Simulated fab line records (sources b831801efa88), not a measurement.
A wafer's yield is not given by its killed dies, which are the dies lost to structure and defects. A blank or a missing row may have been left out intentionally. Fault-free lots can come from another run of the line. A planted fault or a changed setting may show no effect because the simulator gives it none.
What tool caused it?    flow sky130    12 lots with 36 wafers sampled at 2 steps, on a route of 708 steps

== WHAT THE GAUGES READ, wafer by wafer ==
SKY_METAL5_RS_MEAS_05: a four-point-probe measurement. Usual: for METAL5_ALCU_RS the level is 0.0270 ohm/sq and the standard deviation is 0.00035.
lot   measured      on             METAL5_ALCU_RS (ohm/sq)  flag
L801  day 43 19:43  film-metro-01  0.0269 0.0269 0.0269     
L802  day 43 23:11  film-metro-04  0.0272 0.0273 0.0271     
L803  day 44 04:41  film-metro-03  0.0267 0.0268 0.0266     
L804  day 44 15:00  film-metro-04  0.0273 0.0271 0.0271     
L806  day 45 09:04  film-metro-01  0.0271 0.0270 0.0270     
L807  day 45 10:52  film-metro-01  0.0274 0.0275 0.0277     
L809  day 45 20:44  film-metro-04  0.0271 0.0271 0.0270     
L813  day 46 23:52  film-metro-01  0.0273 0.0274 0.0274     
L817  day 47 09:31  film-metro-03  0.0273 0.0274 0.0271     
L816  day 47 10:32  film-metro-01  0.0269 0.0270 0.0270     
L819  day 48 01:27  film-metro-01  0.0262 0.0264 0.0262     
L820  day 48 07:10  film-metro-01  0.0264 0.0266 0.0269     

== WHAT TOOL EACH LOT RAN ON (gives the tool, then ch and the chambers of the sampled wafers, and finally the start) ==
lot   SKY_METAL4_STRIP_19
L801  plasma-asher-03 ch 0,1, day 42 18:45
L802  plasma-asher-03 ch 0,1, day 42 22:16
L803  plasma-asher-01 ch 0,1, day 43 03:46
L804  plasma-asher-01 ch 0,1, day 43 15:27
L806  plasma-asher-02 ch 0,1, day 44 09:32
L807  plasma-asher-02 ch 0,1, day 44 10:22
L809  plasma-asher-01 ch 0,1, day 44 20:48
L813  plasma-asher-01 ch 0,1, day 45 23:57
L817  plasma-asher-03 ch 0,1, day 46 09:52
L816  plasma-asher-03 ch 0,1, day 46 11:21
L819  plasma-asher-02 ch 0,1, day 47 02:33
L820  plasma-asher-03 ch 0,1, day 47 08:59
- SKY_METAL4_STRIP_19: strips in O2/N2.

== AS READ BY THE TOOLS THEMSELVES (means over the sampled wafers that have a number; for cases with no such wafer, the mark the record gives instead) ==
SKY_METAL4_STRIP_19. Usual: drypump-motor-current-A 5.5 A, standard deviation 0.36; oes-product-au 0.501 a.u., standard deviation 0.005; strip-time-to-endpoint-s 6.51 s, standard deviation 0.07.
lot   tool             drypump-motor-current-A (A)  oes-product-au (a.u.)  strip-time-to-endpoint-s (s)  flag
L801  plasma-asher-03  5.4                          0.501                  6.49                          
L802  plasma-asher-03  5.3                          0.502                  6.50                          
L803  plasma-asher-01  5.3                          0.502                  6.51                          
L804  plasma-asher-01  5.4                          0.506                  6.61                          
L806  plasma-asher-02  6.1                          0.506                  6.51                          
L807  plasma-asher-02  6.1                          0.499                  6.50                          
L809  plasma-asher-01  5.4                          0.504                  6.56                          
L813  plasma-asher-01  5.3                          0.497                  6.51                          
L817  plasma-asher-03  5.4                          0.501                  6.47                          
L816  plasma-asher-03  5.3                          0.501                  6.51                          
L819  plasma-asher-02  5.7                          0.502                  6.54                          
L820  plasma-asher-03  5.3                          0.498                  6.54                          

== THE ANSWER, worked out from the rows above alone ==
Rule: a lot is off if the mean of its wafers that have a number lies more than 3 standard deviations from the usual mean. A lot without any number at a reading at which 4 lots or more have one is off too. The other lots that the step has rows for count as sound. After the gauges, taken in route order, come the tools' own readings; for these a lot's mean is taken, as printed above. The first step at which some lot is off is used, and at that step the reading that is off furthest; a lot without a number counts as furthest.
No lot is off at any reading shown: from this, nothing can be told.

== WHAT THE SIMULATOR HAD INSERTED ==
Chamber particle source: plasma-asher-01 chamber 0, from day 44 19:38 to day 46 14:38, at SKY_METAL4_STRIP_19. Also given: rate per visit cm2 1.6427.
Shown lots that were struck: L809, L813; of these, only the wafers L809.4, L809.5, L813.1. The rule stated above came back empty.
